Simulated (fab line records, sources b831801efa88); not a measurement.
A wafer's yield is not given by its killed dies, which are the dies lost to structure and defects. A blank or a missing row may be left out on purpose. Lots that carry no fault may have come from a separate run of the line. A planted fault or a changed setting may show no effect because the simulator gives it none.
Comparing a struck lot with a sound one + flow sky130 + 15 out of 708 route steps
Sound: these wafers, L633.1, L633.2, L633.5. Struck: wafers L651.2, L651.3, L651.6. At the end, the cause is stated.
At each step with rows: each side's tool, then ch and its chambers, then its first start. Under that, the readings that differ: sound wafers + struck wafers + difference of the means + sigmas: that difference in standard deviations of wafers without a fault.
alike: readings whose means differ by less than 2 such deviations, and words and numbers that are the same on both sides. not compared: withheld readings, readings that some wafer has no value for, bounds like >300 that may hide the same value, and numbers for which the record gives no deviation and whose values overlap.
A row with sigmas, a row that says differs or no value, or rows on one side alone: a step with any of these is where the two part. Non-overlapping numbers with no deviation appear without sigmas and do not part them. A reading that every wafer of one side lacks parts them only if that side has two wafers or more.

first, 5 steps without rows for these wafers: SKY_SONOS_TUNNEL_COAT_02 (resist thk 1140 nm); SKY_SONOS_TUNNEL_SOFTBAKE_03 (time 60 s); SKY_SONOS_TUNNEL_EXPOSE_04 (exposes mask TUNM, target cd 410 nm); SKY_SONOS_TUNNEL_PEB_05; SKY_SONOS_TUNNEL_DEVELOP_06 (develop time 60 s).
SKY_SONOS_TUNNEL_CD_MEAS_07: target cd 410 nm.
  sound: cd_sem-01 at day 12 10:22; struck: cd_sem-01 at day 18 08:40
  alike: cd_nm
SKY_SONOS_TUNNEL_OVL_MEAS_08:
  sound: overlay-02 at day 12 10:29; struck: overlay-02 at day 18 08:46
  alike: SONOS_TUNNEL_OVL
then, 3 steps without rows for these wafers: SKY_SONOS_TUNNEL_IMPLANT_09; SKY_SONOS_TUNNEL_WET_ETCH_10 (etches SiO2 in dHF, target depth 14 nm, time 280 s); SKY_SONOS_TUNNEL_STRIP_11 (strips in SPM, time 600 s).
SKY_SONOS_TUNNEL_TW_MEAS_12:
  sound: film_metro-03 at day 12 10:56; struck: film_metro-03 at day 18 09:25
  alike: SONOS_TUNNEL_TW
then, 1 step without rows for these wafers: SKY_SONOS_TUNNEL_CLEAN_13 (cleans in dHF, time 20 s).
-- a jump in the record: the struck wafers' starts before and after are 3 days apart (it breaks off in module SONOS_TUNNEL and resumes in module SONOS_ONO, where the first step shown is number 168 of the route) --
SKY_SONOS_ONO_OXIDATION_00: stabilise 600 s, purge 300 s, target thk 2.6 nm.
  sound on furnace-01 ch 0, day 12 13:12; struck on furnace-01 ch 0, day 20 22:57
| reading                                          | sound            | struck            | difference | sigmas |
|--------------------------------------------------|------------------|-------------------|------------|--------|
| model.SiO2_of_SONOS_ONO_OXIDATION_00.thk_nm (nm) | 2.52 2.591 2.558 | 2.688 2.617 2.607 | +0.081     |        |
  alike: spike_tc_top_C, zone_power_lower_pct, zone_power_top_pct, zone_power_upper_pct
SKY_SONOS_ONO_THK_MEAS_01:
  sound: film_metro-03 at day 12 14:32; struck: film_metro-01 at day 21 00:18
  alike: SONOS_ONO_OXIDATION_THK
-- a jump in the record: the struck wafers' starts before and after are 32 days apart (it breaks off in module SONOS_ONO and resumes in module PAD_OPEN, where the first step shown is number 708 of the route) --
SKY_PAD_OPEN_PROBE_99:
  sound: prober-02 at day 46 16:29; struck: prober-02 at day 53 02:15
| reading                               | sound                   | struck                  | difference | sigmas |
|---------------------------------------|-------------------------|-------------------------|------------|--------|
| model.etest.cap_ono.gate_bv_v (V)     | 16.14 16.02 15.99       | 15.62 15.4 15.07        | -0.69      |        |
| model.etest.sonos_baked.vt_less_v (V) | -0.5644 -0.5181 -0.5459 | -0.5882 -0.6241 -0.6319 | -0.0719    |        |
  alike: killed_at_M0_to_M3, killed_at_M4_up, killed_at_contacts, killed_at_front_end, killed_at_other, killed_dies, killed_open, killed_short
  not compared: model.etest.sonos_baked.vt_v

== WHERE THEY PART ==
Nowhere in this record.

WHY: whatever the simulator had introduced
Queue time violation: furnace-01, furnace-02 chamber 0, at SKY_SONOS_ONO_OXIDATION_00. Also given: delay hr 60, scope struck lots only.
